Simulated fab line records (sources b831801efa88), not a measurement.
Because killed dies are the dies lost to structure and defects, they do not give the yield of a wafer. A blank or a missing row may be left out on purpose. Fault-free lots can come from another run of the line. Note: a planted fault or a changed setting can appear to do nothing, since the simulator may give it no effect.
Matching of chambers / flow sky130 / SKY_VIA1_CMP_24 on cmp-01: 4 sister chambers
The step polishes, stops on SiO2, t overpolish 15 s, target thk 0 nm. 30 wafers are shown with their chamber, then 12 later ones without.

== WAFERS PAIRED WITH THEIR CHAMBERS ==
wafer=L074.2; chamber=2; motor current A (A)=10.2; time to endpoint s (s)=67; overpolish run s (s)=14.988
wafer=L074.3; chamber=3; motor current A (A)=12.0; time to endpoint s (s)=64; overpolish run s (s)=15.014
wafer=L074.5; chamber=1; motor current A (A)=12.0; time to endpoint s (s)=67; overpolish run s (s)=14.996
wafer=L076.2; chamber=3; motor current A (A)=12.5; time to endpoint s (s)=66; overpolish run s (s)=14.990
wafer=L076.3; chamber=0; motor current A (A)=9.6; time to endpoint s (s)=63; overpolish run s (s)=14.990
wafer=L076.4; chamber=1; motor current A (A)=11.6; time to endpoint s (s)=68; overpolish run s (s)=15.004
wafer=L077.1; chamber=2; motor current A (A)=10.6; time to endpoint s (s)=68; overpolish run s (s)=15.006
wafer=L077.4; chamber=1; motor current A (A)=11.4; time to endpoint s (s)=64; overpolish run s (s)=15.008
wafer=L077.5; chamber=3; motor current A (A)=12.5; time to endpoint s (s)=63; overpolish run s (s)=14.983
wafer=L078.1; chamber=0; motor current A (A)=9.3; time to endpoint s (s)=62; overpolish run s (s)=14.998
wafer=L078.2; chamber=2; motor current A (A)=10.4; time to endpoint s (s)=65; overpolish run s (s)=14.999
wafer=L078.4; chamber=1; motor current A (A)=10.6; time to endpoint s (s)=66; overpolish run s (s)=14.989
wafer=L079.1; chamber=2; motor current A (A)=10.2; time to endpoint s (s)=65; overpolish run s (s)=14.997
wafer=L079.2; chamber=1; motor current A (A)=12.1; time to endpoint s (s)=64; overpolish run s (s)=15.008
wafer=L079.5; chamber=3; motor current A (A)=11.8; time to endpoint s (s)=64; overpolish run s (s)=14.982
wafer=L081.3; chamber=0; motor current A (A)=9.8; time to endpoint s (s)=65; overpolish run s (s)=15.007
wafer=L081.4; chamber=2; motor current A (A)=10.5; time to endpoint s (s)=69; overpolish run s (s)=14.991
wafer=L081.5; chamber=2; motor current A (A)=10.0; time to endpoint s (s)=68; overpolish run s (s)=15.002
wafer=L082.3; chamber=3; motor current A (A)=12.5; time to endpoint s (s)=65; overpolish run s (s)=14.989
wafer=L082.5; chamber=1; motor current A (A)=11.2; time to endpoint s (s)=67; overpolish run s (s)=15.002
wafer=L082.6; chamber=2; motor current A (A)=10.0; time to endpoint s (s)=71; overpolish run s (s)=14.996
wafer=L085.1; chamber=0; motor current A (A)=10.0; time to endpoint s (s)=66; overpolish run s (s)=15.003
wafer=L085.2; chamber=3; motor current A (A)=12.0; time to endpoint s (s)=68; overpolish run s (s)=14.986
wafer=L085.6; chamber=1; motor current A (A)=12.2; time to endpoint s (s)=70; overpolish run s (s)=15.000
wafer=L087.1; chamber=2; motor current A (A)=10.7; time to endpoint s (s)=72; overpolish run s (s)=15.000
wafer=L087.3; chamber=0; motor current A (A)=9.5; time to endpoint s (s)=67; overpolish run s (s)=14.997
wafer=L087.5; chamber=1; motor current A (A)=11.6; time to endpoint s (s)=70; overpolish run s (s)=15.004
wafer=L090.4; chamber=1; motor current A (A)=11.5; time to endpoint s (s)=66; overpolish run s (s)=14.985
wafer=L090.5; chamber=0; motor current A (A)=9.4; time to endpoint s (s)=63; overpolish run s (s)=14.998
wafer=L090.6; chamber=1; motor current A (A)=12.2; time to endpoint s (s)=64; overpolish run s (s)=15.010

SIGNATURES (means of the wafers above)
reading=motor current A; chamber 0=9.600; chamber 1=11.640; chamber 2=10.325; chamber 3=12.217; scatter within a chamber=0.376
reading=time to endpoint s; chamber 0=64.33; chamber 1=66.60; chamber 2=68.12; chamber 3=65.00; scatter within a chamber=2.21
reading=overpolish run s; chamber 0=14.99883; chamber 1=15.00060; chamber 2=14.99737; chamber 3=14.99067; scatter within a chamber=0.00815
Rule: a wafer's distance from a chamber is the root of the sum, over the readings, of the square of ((its reading less the chamber's mean) divided by the reading's scatter). If the next closest chamber is less than 2 further off than the closest, the wafer can't be placed; otherwise it belongs to the closest. The scatter is the square root of a quotient: the sum, over the shown wafers, of each reading's squared deviation from its chamber's mean, divided by wafers minus chambers.

== WAFERS WITHOUT THEIR CHAMBER ==
wafer=L091.2; motor current A (A)=11.5; time to endpoint s (s)=66; overpolish run s (s)=15.008
wafer=L091.4; motor current A (A)=9.4; time to endpoint s (s)=63; overpolish run s (s)=15.009
wafer=L091.6; motor current A (A)=12.6; time to endpoint s (s)=67; overpolish run s (s)=15.025
wafer=L092.2; motor current A (A)=9.5; time to endpoint s (s)=66; overpolish run s (s)=15.007
wafer=L092.3; motor current A (A)=12.2; time to endpoint s (s)=69; overpolish run s (s)=14.991
wafer=L092.5; motor current A (A)=11.5; time to endpoint s (s)=68; overpolish run s (s)=15.005
wafer=L095.1; motor current A (A)=12.1; time to endpoint s (s)=65; overpolish run s (s)=15.010
wafer=L095.3; motor current A (A)=12.0; time to endpoint s (s)=63; overpolish run s (s)=14.998
wafer=L095.6; motor current A (A)=10.2; time to endpoint s (s)=68; overpolish run s (s)=14.995
wafer=L097.1; motor current A (A)=12.1; time to endpoint s (s)=58; overpolish run s (s)=15.010
wafer=L097.2; motor current A (A)=9.5; time to endpoint s (s)=62; overpolish run s (s)=14.982
wafer=L097.6; motor current A (A)=9.9; time to endpoint s (s)=66; overpolish run s (s)=14.990

== WHICH CHAMBER EACH ONE RAN IN ==
wafer=L091.2; from the rows above=can't be placed: 1 or 3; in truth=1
wafer=L091.4; from the rows above=0; in truth=0
wafer=L091.6; from the rows above=can't be placed: 1 or 3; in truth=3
wafer=L092.2; from the rows above=can't be placed: 0 or 2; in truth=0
wafer=L092.3; from the rows above=can't be placed: 3 or 1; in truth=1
wafer=L092.5; from the rows above=1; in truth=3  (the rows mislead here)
wafer=L095.1; from the rows above=can't be placed: 1 or 3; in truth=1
wafer=L095.3; from the rows above=can't be placed: 3 or 1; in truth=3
wafer=L095.6; from the rows above=can't be placed: 2 or 0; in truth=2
wafer=L097.1; from the rows above=can't be placed: 3 or 1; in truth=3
wafer=L097.2; from the rows above=can't be placed: 0 or 2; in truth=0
wafer=L097.6; from the rows above=can't be placed: 0 or 2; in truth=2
Correct placement for 1 of the 12. Can't be placed from these rows: 10 (the true chamber is among the candidates in 10). Number placed wrongly: 1.
